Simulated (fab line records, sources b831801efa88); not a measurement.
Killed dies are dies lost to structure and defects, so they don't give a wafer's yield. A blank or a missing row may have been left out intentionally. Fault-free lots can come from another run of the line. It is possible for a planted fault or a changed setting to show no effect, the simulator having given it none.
Which of the tools did it? :: flow gf180mcu :: 10 lots with 29 wafers sampled at 5 steps, on a route of 602 steps

## WHAT EACH GAUGE READ, for each wafer
GF_V2_RS_MEAS_24: uses a four-point probe to measure.
lot: L582
measured: day 19 23:32
on: film metro-03
V2_W_RS (ohm/sq): 0.328 0.328 0.329

lot: L584
measured: day 21 04:04
on: film metro-02
V2_W_RS (ohm/sq): 0.326 0.328 0.328

lot: L585
measured: day 21 17:36
on: film metro-01
V2_W_RS (ohm/sq): 0.331 0.330 0.329

lot: L587
measured: day 22 11:15
on: film metro-02
V2_W_RS (ohm/sq): 0.330 0.331 0.334

lot: L588
measured: day 22 19:50
on: film metro-03
V2_W_RS (ohm/sq): 0.334 0.330 0.333

lot: L591
measured: day 23 15:22
on: film metro-02
V2_W_RS (ohm/sq): 0.328 0.333 0.328

lot: L598
measured: day 26 03:06
on: film metro-02
V2_W_RS (ohm/sq): 0.383 0.380

lot: L600
measured: day 26 17:10
on: film metro-03
V2_W_RS (ohm/sq): 0.375 0.378 0.373

lot: L602
measured: day 27 07:14
on: film metro-01
V2_W_RS (ohm/sq): 0.379 0.384 0.380

lot: L605
measured: day 27 21:33
on: film metro-03
V2_W_RS (ohm/sq): 0.326 0.329 0.331

GF_V2_THK_MEAS_25: measures by xrf.
lot: L582
measured: day 19 23:38
on: film metro-03
V2_W_THK (nm): 367 365 366

lot: L584
measured: day 21 04:10
on: film metro-02
V2_W_THK (nm): 364 360 360

lot: L585
measured: day 21 17:43
on: film metro-01
V2_W_THK (nm): 351 350 351

lot: L587
measured: day 22 11:21
on: film metro-02
V2_W_THK (nm): 361 360 360

lot: L588
measured: day 22 19:56
on: film metro-03
V2_W_THK (nm): 355 361 357

lot: L591
measured: day 23 15:29
on: film metro-02
V2_W_THK (nm): 363 358 365

lot: L598
measured: day 26 03:12
on: film metro-02
V2_W_THK (nm): 309 311

lot: L600
measured: day 26 17:17
on: film metro-03
V2_W_THK (nm): 315 312 316

lot: L602
measured: day 27 07:22
on: film metro-01
V2_W_THK (nm): 302 302 303

lot: L605
measured: day 27 21:40
on: film metro-03
V2_W_THK (nm): 363 359 356

## WHAT TOOL EACH LOT RAN ON (gives the tool, then ch and the chambers of the sampled wafers, and finally the start)
lot: L582
GF_M2_STRIP_17: plasma asher-02 ch 0,1, day 18 20:39
GF_V2_ETCH_16: rie diel-03 ch 1,2, day 19 22:36
GF_V2_CVD_23: cvd w-02 ch 0,1, day 19 23:24

lot: L584
GF_M2_STRIP_17: plasma asher-03 ch 0,1, day 20 01:59
GF_V2_ETCH_16: rie diel-03 ch 0,1, day 21 03:08
GF_V2_CVD_23: cvd w-02 ch 0,1, day 21 03:56

lot: L585
GF_M2_STRIP_17: plasma asher-02 ch 0,1, day 20 15:57
GF_V2_ETCH_16: rie diel-01 ch 1,2, day 21 16:43
GF_V2_CVD_23: cvd w-02 ch 0,1, day 21 17:29

lot: L587
GF_M2_STRIP_17: plasma asher-02 ch 0,1, day 21 10:05
GF_V2_ETCH_16: rie diel-01 ch 0,3, day 22 10:19
GF_V2_CVD_23: cvd w-02 ch 0,1, day 22 11:08

lot: L588
GF_M2_STRIP_17: plasma asher-03 ch 0,1, day 21 18:35
GF_V2_ETCH_16: rie diel-01 ch 0,1,3, day 22 18:55
GF_V2_CVD_23: cvd w-02 ch 0,1, day 22 19:42

lot: L591
GF_M2_STRIP_17: plasma asher-02 ch 0,1, day 22 13:43
GF_V2_ETCH_16: rie diel-01 ch 1,2,3, day 23 14:29
GF_V2_CVD_23: cvd w-02 ch 0,1, day 23 15:16

lot: L598
GF_M2_STRIP_17: plasma asher-02 ch 0,1, day 25 02:55
GF_V2_ETCH_16: rie diel-03 ch 3, day 26 02:11
GF_V2_CVD_23: cvd w-02 ch 0, day 26 02:59

lot: L600
GF_M2_STRIP_17: plasma asher-02 ch 0,1, day 25 18:53
GF_V2_ETCH_16: rie diel-01 ch 1,3, day 26 16:13
GF_V2_CVD_23: cvd w-02 ch 0,1, day 26 17:02

lot: L602
GF_M2_STRIP_17: plasma asher-02 ch 1, day 26 08:53
GF_V2_ETCH_16: rie diel-03 ch 1,2, day 27 06:22
GF_V2_CVD_23: cvd w-02 ch 0, day 27 07:08

lot: L605
GF_M2_STRIP_17: plasma asher-01 ch 0,1, day 26 23:26
GF_V2_ETCH_16: rie diel-01 ch 0,2,3, day 27 20:39
GF_V2_CVD_23: cvd w-01 ch 0,1, day 27 21:25
- GF_M2_STRIP_17: strips in O2/N2.
- GF_V2_ETCH_16: etches BARC in N2/H2.
- GF_V2_CVD_23: deposits W, target thk 350 nm, time 104.94 s.

## WHAT THE TOOLS THEMSELVES READ (means of the sampled wafers that have a number; where no wafer has one, the mark that the record gives instead)
GF_M2_STRIP_17.
lot: L582
tool: plasma asher-02
drypump motor current A (A): 6.0
heater power w (W): 321
o2 flow sccm (sccm): 3005
oes product au (a.u.): 0.555
strip time to endpoint s (s): 7.82

lot: L584
tool: plasma asher-03
drypump motor current A (A): 5.7
heater power w (W): 348
o2 flow sccm (sccm): 2999
oes product au (a.u.): 0.558
strip time to endpoint s (s): 7.93

lot: L585
tool: plasma asher-02
drypump motor current A (A): 6.2
heater power w (W): 338
o2 flow sccm (sccm): 2995
oes product au (a.u.): 0.554
strip time to endpoint s (s): 7.86

lot: L587
tool: plasma asher-02
drypump motor current A (A): 6.2
heater power w (W): 341
o2 flow sccm (sccm): 2992
oes product au (a.u.): 0.555
strip time to endpoint s (s): 7.84

lot: L588
tool: plasma asher-03
drypump motor current A (A): 5.7
heater power w (W): 350
o2 flow sccm (sccm): 3002
oes product au (a.u.): 0.558
strip time to endpoint s (s): 7.83

lot: L591
tool: plasma asher-02
drypump motor current A (A): 6.0
heater power w (W): 319
o2 flow sccm (sccm): 3006
oes product au (a.u.): 0.559
strip time to endpoint s (s): 7.90

lot: L598
tool: plasma asher-02
drypump motor current A (A): 6.1
heater power w (W): 324
o2 flow sccm (sccm): 3000
oes product au (a.u.): 0.557
strip time to endpoint s (s): 7.88

lot: L600
tool: plasma asher-02
drypump motor current A (A): 6.0
heater power w (W): 323
o2 flow sccm (sccm): 2994
oes product au (a.u.): 0.553
strip time to endpoint s (s): 7.78

lot: L602
tool: plasma asher-02
drypump motor current A (A): 6.4
heater power w (W): 347
o2 flow sccm (sccm): 3002
oes product au (a.u.): 0.554
strip time to endpoint s (s): 7.81

lot: L605
tool: plasma asher-01
drypump motor current A (A): 5.7
heater power w (W): 341
o2 flow sccm (sccm): 2996
oes product au (a.u.): 0.559
strip time to endpoint s (s): 7.93

GF_V2_ETCH_16.
lot: L582
tool: rie diel-03
bias w (W): 100.36
drypump motor current A (A): 5.9
oes product au (a.u.): 0.857
throttle valve pct (%): 13.218

lot: L584
tool: rie diel-03
bias w (W): 100.05
drypump motor current A (A): 5.4
oes product au (a.u.): 0.856
throttle valve pct (%): 13.225

lot: L585
tool: rie diel-01
bias w (W): 99.95
drypump motor current A (A): 5.7
oes product au (a.u.): 0.853
throttle valve pct (%): 13.225

lot: L587
tool: rie diel-01
bias w (W): 100.11
drypump motor current A (A): 6.4
oes product au (a.u.): 0.853
throttle valve pct (%): 13.231

lot: L588
tool: rie diel-01
bias w (W): 99.78
drypump motor current A (A): 6.0
oes product au (a.u.): 0.855
throttle valve pct (%): 13.233

lot: L591
tool: rie diel-01
bias w (W): 99.99
drypump motor current A (A): 5.9
oes product au (a.u.): 0.858
throttle valve pct (%): 13.227

lot: L598
tool: rie diel-03
bias w (W): 99.71
drypump motor current A (A): 5.3
oes product au (a.u.): 0.859
throttle valve pct (%): 13.223

lot: L600
tool: rie diel-01
bias w (W): 99.94
drypump motor current A (A): 6.1
oes product au (a.u.): 0.858
throttle valve pct (%): 13.227

lot: L602
tool: rie diel-03
bias w (W): 99.96
drypump motor current A (A): 5.9
oes product au (a.u.): 0.857
throttle valve pct (%): 13.222

lot: L605
tool: rie diel-01
bias w (W): 100.17
drypump motor current A (A): 6.2
oes product au (a.u.): 0.855
throttle valve pct (%): 13.231

GF_V2_CVD_23.
lot: L582
tool: cvd w-02
heater power w (W): 799

lot: L584
tool: cvd w-02
heater power w (W): 764

lot: L585
tool: cvd w-02
heater power w (W): 789

lot: L587
tool: cvd w-02
heater power w (W): 801

lot: L588
tool: cvd w-02
heater power w (W): 799

lot: L591
tool: cvd w-02
heater power w (W): 775

lot: L598
tool: cvd w-02
heater power w (W): 806

lot: L600
tool: cvd w-02
heater power w (W): 782

lot: L602
tool: cvd w-02
heater power w (W): 825

lot: L605
tool: cvd w-01
heater power w (W): 868

## THE ANSWER, worked out from the rows above alone
Rule: the usual values come from the lots themselves. Put in order of their means at a reading, lots are off if they are a third of the lots or fewer, leave a main group of 4 or more, and stand apart from it by a gap of 3 or more times the standard deviation of the main group's means; of several such gaps the widest counts. Not used: any main group whose means are identical at the precision the tables above print for the reading. A lot without any number at a reading at which 4 lots or more have one is off too. All remaining lots with rows at the step are treated as sound. After the gauges, taken in route order, come the tools' own readings; for these a lot's mean is taken, as printed above. The first step at which some lot is off is used, and at that step the reading that is off furthest; a lot without a number counts as furthest.
Off: at GF_V2_RS_MEAS_24 (V2_W_RS), L598, L600, L602. The main group has a mean of 0.330 ohm/sq with a standard deviation of 0.0017.
If a tool, at a process step before that reading, ran all the lots that are off and no sound lot after the first of them, it fits. The gauges at GF_V2_RS_MEAS_24 are tried like those tools. This does not decide it: 2 tools fit, namely plasma asher-02 at GF_M2_STRIP_17 and cvd w-02 at GF_V2_CVD_23.

## WHAT THE SIMULATOR PUT IN
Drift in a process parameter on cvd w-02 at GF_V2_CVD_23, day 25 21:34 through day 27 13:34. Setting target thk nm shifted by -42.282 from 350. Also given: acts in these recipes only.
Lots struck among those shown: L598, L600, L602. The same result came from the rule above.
